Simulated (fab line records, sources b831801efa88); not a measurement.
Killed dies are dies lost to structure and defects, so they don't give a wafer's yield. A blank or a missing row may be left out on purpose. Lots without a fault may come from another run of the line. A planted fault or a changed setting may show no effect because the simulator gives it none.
Tool commonality check | flow sky130 | 13 lots, 39 wafers sampled

WHY IT WAS OPENED
At SKY_SD_P_TW_MEAS_11 the reading SD_P_TW is flagged on 1 of 13 lots. Wafers without a fault read 2827, standard deviation 19.
Rule: a lot is flagged when every wafer of it that has a number lies more than 4 standard deviations from that mean, or none has a number. The other lots count as sound.

lot  | measured     | on            | SD_P_TW, wafer by wafer | flag
L352 | day 26 10:41 | film_metro-01 | 2809 2804 2816          |
L353 | day 26 10:59 | film_metro-02 | 2819 2835 2836          |
L354 | day 26 23:14 | film_metro-01 | 2818 2812 2810          |
L355 | day 27 03:31 | film_metro-03 | 2846 2841 2848          |
L356 | day 27 19:47 | film_metro-03 | 2856 2834 2842          |
L357 | day 28 00:35 | film_metro-03 | 2857 2856 2856          |
L359 | day 29 03:23 | film_metro-01 | 2796 2774 2797          |
L360 | day 29 14:57 | film_metro-02 | 2832 2822 2825          |
L361 | day 30 01:05 | film_metro-03 | 2854 2843 2840          |
L364 | day 30 13:56 | film_metro-03 | 30 30 30                | FLAGGED
L365 | day 30 22:29 | film_metro-03 | 2855 2854 2844          |
L367 | day 31 19:54 | film_metro-01 | 2810 2821 2813          |
L373 | day 33 11:11 | film_metro-01 | 2796 2806 2797          |
The numbers of the flagged lots are 30 on average: -2797 against the usual, or -99 or more standard deviations.

WHICH TOOL RAN EACH LOT
The record holds 1 process step before the reading, out of a route of 708 steps. In each cell: the tool, then ch and the chambers that the sampled wafers went through, then the start.
lot  | flag    | SKY_SD_P_EXPOSE_04
L352 |         | iline_stepper-02 ch 0, day 25 19:26
L353 |         | iline_stepper-01 ch 0, day 25 19:46
L354 |         | iline_stepper-02 ch 0, day 26 08:43
L355 |         | iline_stepper-02 ch 0, day 26 13:14
L356 |         | iline_stepper-01 ch 0, day 27 04:44
L357 |         | iline_stepper-02 ch 0, day 27 09:19
L359 |         | iline_stepper-01 ch 0, day 28 12:20
L360 |         | iline_stepper-01 ch 0, day 29 01:11
L361 |         | iline_stepper-01 ch 0, day 29 10:37
L364 | FLAGGED | iline_stepper-01 ch 0, day 29 23:37
L365 |         | iline_stepper-02 ch 0, day 30 08:34
L367 |         | iline_stepper-01 ch 0, day 31 06:03
L373 |         | iline_stepper-01 ch 0, day 32 21:52
What these steps do:
- SKY_SD_P_EXPOSE_04: exposes mask PSDM, target cd 380 nm.
- SKY_SD_P_TW_MEAS_11

FLAGGED OVER TOTAL, TOOL BY TOOL (the gauges that took the reading come last)
step                | tool             | lots run | flagged | share of the flagged lots | sound lots run after its first flagged lot
SKY_SD_P_EXPOSE_04  | iline_stepper-01 | 8        | 1       | all                       | 2 (L367,L373)
SKY_SD_P_EXPOSE_04  | iline_stepper-02 | 5        | 0       | none                      | -
SKY_SD_P_TW_MEAS_11 | film_metro-01    | 5        | 0       | none                      | -
SKY_SD_P_TW_MEAS_11 | film_metro-02    | 2        | 0       | none                      | -
SKY_SD_P_TW_MEAS_11 | film_metro-03    | 6        | 1       | all                       | 1 (L365)

WHAT THE TABLE ALLOWS
2 rows of the table ran every flagged lot: iline_stepper-01 at SKY_SD_P_EXPOSE_04, film_metro-03 at SKY_SD_P_TW_MEAS_11.
- iline_stepper-01 at SKY_SD_P_EXPOSE_04: 1 of its 8 lots flagged. Sound lots ran on it after the first flagged one (L367, L373), which a lasting fault on the whole tool wouldn't allow.
- film_metro-03 at SKY_SD_P_TW_MEAS_11: 1 of its 6 lots flagged. Sound lots ran on it after the first flagged one (L365), which a lasting fault on the whole tool wouldn't allow.
No row of the table ran every flagged lot and no sound lot after the first.

WHAT THE SIMULATOR HAD PUT IN
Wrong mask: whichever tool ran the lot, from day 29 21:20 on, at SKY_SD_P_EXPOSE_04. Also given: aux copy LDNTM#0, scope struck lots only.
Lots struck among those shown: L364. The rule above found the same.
